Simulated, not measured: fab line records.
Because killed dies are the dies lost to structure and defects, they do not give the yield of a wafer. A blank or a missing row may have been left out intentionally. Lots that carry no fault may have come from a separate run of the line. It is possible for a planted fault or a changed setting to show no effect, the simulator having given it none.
Struck lot and sound lot, side by side | flow sky130 | 21 steps out of a route of 708
Sound: these wafers, L716.3, L716.5, L716.6. Struck: wafers L725.1, L725.6 (left out: L725.2, a lot-mate that was not struck); the cause follows at the end.
Each step with rows lists, per side, the tool, then ch with its chambers, then its first start. Under that, the readings that differ: sound wafers | struck wafers | difference of the means | sigmas: that difference in standard deviations of wafers without a fault.
alike: same words and numbers on both sides, and readings whose means sit less than 2 such deviations apart. not compared: any withheld reading, any reading some wafer has no value for, any bound like >300 that may hide the same value, and any number with overlapping values for which the record gives no deviation.
The two part at a step that has a row with sigmas, a row that says differs or no value, or rows on one side only. When numbers do not overlap yet have no deviation, they are printed without sigmas and do not part them. Lack of a reading on every wafer of one side parts them only where that side has two or more wafers.

first, 4 steps without rows for these wafers: SKY_METAL2_STRIP_21 (strips in post etch residue remover, time 1200 s); SKY_METAL2_CLEAN_22 (cleans in IPA, time 180 s); SKY_METAL2_CLEAN_23 (cleans in O3/DIW); SKY_VIA2_HDPCVD_00 (deposits SiO2, target thk 1180 nm, time 196.7 s).
SKY_VIA2_THK_MEAS_01:
  struck on film metro-01, day 43 16:13; sound on film metro-02, day 37 20:43
  alike: VIA2_HDPCVD_THK
SKY_VIA2_CMP_02: polishes SiO2.
  sound on cmp-01 ch 0,2,3, day 37 20:55; struck on cmp-01 ch 0,2, day 43 16:23
  alike: motor current A, platen rpm, slurry filter dp kPa
SKY_VIA2_BOW_MEAS_03:
  struck on film metro-02, day 43 16:35; sound on film metro-02, day 37 21:06
  alike: VIA2_BOW
then, 5 steps without rows for these wafers: SKY_VIA2_DEHYDRATE_04 (time 60 s); SKY_VIA2_HMDS_05 (prime time 60 s); SKY_VIA2_COAT_06 (resist thk 60 nm); SKY_VIA2_COAT_07 (resist thk 450 nm); SKY_VIA2_SOFTBAKE_08 (time 90 s).
SKY_VIA2_EXPOSE_09: exposes mask VIM2, target cd 200 nm.
  sound on krf scanner-02 ch 0, day 38 10:16; struck on krf scanner-01 ch 0, day 44 04:25
  alike: mask
then, 2 steps without rows for these wafers: SKY_VIA2_PEB_10; SKY_VIA2_DEVELOP_11 (develop time 60 s).
SKY_VIA2_CD_MEAS_12: target cd 200 nm.
  struck on cd sem-01, day 44 16:53; sound on cd sem-01, day 38 22:59
  reading    | sound             | struck      | difference | sigmas
  cd nm (nm) | 201.4 200.8 201.3 | 166.0 165.7 | -35.3      | -27
  not compared: hold
SKY_VIA2_OVL_MEAS_13:
  struck on overlay-01, day 45 01:34; sound on overlay-01, day 38 23:05
  reading | sound | struck                                            | difference                   | sigmas
  hold    | - - - | await dispo/8.6h/release await dispo/8.6h/release | no value on the sound wafers |
  alike: VIA2_OVL
SKY_VIA2_ETCH_14: etches BARC in N2/H2, stops on SiO2, time 45.9 s, target depth 60 nm.
  sound on rie diel-02 ch 0,1,2, day 38 23:06; struck on rie diel-01 ch 0,3, day 45 01:37
  reading               | sound             | struck      | difference | sigmas
  model.VIA2.cd nm (nm) | 202.7 201.1 201.8 | 165.7 164.6 | -36.7      |
  alike: drypump motor current A, oes product au, throttle valve pct
  not compared: rf hours counter h
SKY_VIA2_ETCH_15: etches SiO2 in C4F8/O2/Ar, stops on TiN, target depth 546 nm, time 84 s.
  sound on rie diel-02 ch 0,1,2, day 38 23:08; struck on rie diel-01 ch 0,3, day 45 01:39
  reading               | sound             | struck      | difference | sigmas
  model.VIA2.cd nm (nm) | 203.4 207.2 201.8 | 170.1 166.1 | -36.0      |
  alike: oes product au
  not compared: rf hours counter h
SKY_VIA2_STRIP_16: strips in O2/N2.
  sound on plasma asher-02 ch 0,1, day 38 23:14; struck on plasma asher-01 ch 1, day 45 01:43
  alike: drypump motor current A, oes product au, strip time to endpoint s
  not compared: rf hours counter h
-- the record jumps here: 7 days lie between the struck wafers' starts before and after (it left off in module VIA2 and takes up again in module PAD_OPEN, whose first step shown is number 708 of the route) --
SKY_PAD_OPEN_PROBE_99:
  struck on prober-02, day 52 11:50; sound on prober-01, day 48 08:42
  reading                  | sound          | struck                                            | difference                   | sigmas
  hold                     | - - -          | await dispo/5.9h/release await dispo/5.9h/release | no value on the sound wafers |
  defect limited yield (%) | 84.1 83.5 82.5 | 67.1 49.4                                         | -25.1                        | -14
  killed_at_M0_to_M3       | 40 49 49       | 123 213                                           | +122                         | +19
  killed dies              | 78 81 86       | 162 249                                           | +124                         | +14
  killed on rim            | 18 19 14       | 60 80                                             | +53                          | +14
  sort_bin_5_function (%)  | 8.9 12.4 10.4  | 27.8 42.9                                         | +24.8                        | +18
  sort n pass              | 414 411 406    | 330 243                                           | -124                         | -14
  sort yield pct (%)       | 84.1 83.5 82.5 | 67.1 49.4                                         | -25.1                        | -14
  alike: killed_at_M4_up, killed at contacts, killed at front end, killed at other, killed open, killed short, sort_bin_3_pad_short, sort_bin_6_memory

## WHERE THEY PART
Earliest at SKY_VIA2_CD_MEAS_12; latest, in this record, at SKY_PAD_OPEN_PROBE_99.

WHY: what had been put in by the simulator
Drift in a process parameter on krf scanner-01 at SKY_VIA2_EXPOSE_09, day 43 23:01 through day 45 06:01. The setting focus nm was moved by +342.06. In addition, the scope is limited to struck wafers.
